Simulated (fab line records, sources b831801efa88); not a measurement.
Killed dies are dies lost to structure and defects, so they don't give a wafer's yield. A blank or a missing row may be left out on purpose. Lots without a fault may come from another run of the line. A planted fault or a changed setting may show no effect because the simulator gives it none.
Which tool did it? | flow sky130 | 10 lots, 30 wafers sampled, at 2 steps of a route of 708

WHAT THE GAUGES READ, wafer by wafer
SKY_POLY_GATE_THK_MEAS_04.
lot  | measured     | on            | POLY_GATE_CVD_03_THK (nm)
L505 | day 16 02:14 | film_metro-03 | 74.9 75.0 75.1
L506 | day 16 07:26 | film_metro-03 | 74.2 74.3 74.6
L507 | day 16 20:07 | film_metro-02 | 74.6 74.0 74.0
L509 | day 17 02:44 | film_metro-03 | 75.3 75.1 75.5
L510 | day 17 05:08 | film_metro-02 | 74.1 74.8 74.7
L511 | day 17 18:46 | film_metro-03 | 76.3 76.3 76.0
L519 | day 20 06:12 | film_metro-02 | 51.1 51.2 51.4
L526 | day 23 05:25 | film_metro-02 | 75.1 75.2 74.8
L527 | day 23 07:50 | film_metro-03 | 76.1 76.4 76.2
L528 | day 23 12:49 | film_metro-03 | 75.8 75.3 75.3

WHICH TOOL RAN EACH LOT (tool, then ch and the chambers of the sampled wafers, then the start)
lot  | SKY_POLY_GATE_CVD_03
L505 | lpcvd-02 ch 1, day 16 00:52
L506 | lpcvd-02 ch 0, day 16 06:04
L507 | lpcvd-02 ch 1, day 16 18:44
L509 | lpcvd-02 ch 0, day 17 01:22
L510 | lpcvd-02 ch 1, day 17 03:46
L511 | lpcvd-02 ch 1, day 17 17:24
L519 | lpcvd-02 ch 0, day 20 04:50
L526 | lpcvd-02 ch 0, day 23 04:02
L527 | lpcvd-02 ch 1, day 23 06:27
L528 | lpcvd-02 ch 1, day 23 11:28
- SKY_POLY_GATE_CVD_03: deposits Si3N4 from DCS/NH3, target thk 75 nm, time 1290 s.

THE ANSWER, worked out from the rows above alone
Rule: what is usual is taken from the lots themselves. Put in order of their means at a reading, lots are off if they are a third of the lots or fewer, leave a main group of 4 or more, and stand apart from it by a gap of 3 or more times the standard deviation of the main group's means; of several such gaps the widest counts. A main group whose means are all the same, to the digits that the tables above print for the reading, isn't used. A lot without any number at a reading at which 4 lots or more have one is off too. The other lots that the step has rows for count as sound.
Off: L519, at SKY_POLY_GATE_THK_MEAS_04 (POLY_GATE_CVD_03_THK). The main group: mean 75.1 nm, standard deviation 0.69.
A tool fits if, at a process step before that reading, it ran every lot that is off, and no sound lot after the first of them. The gauges at SKY_POLY_GATE_THK_MEAS_04 are tried like those tools. None of those tried fits.

WHAT THE SIMULATOR HAD PUT IN
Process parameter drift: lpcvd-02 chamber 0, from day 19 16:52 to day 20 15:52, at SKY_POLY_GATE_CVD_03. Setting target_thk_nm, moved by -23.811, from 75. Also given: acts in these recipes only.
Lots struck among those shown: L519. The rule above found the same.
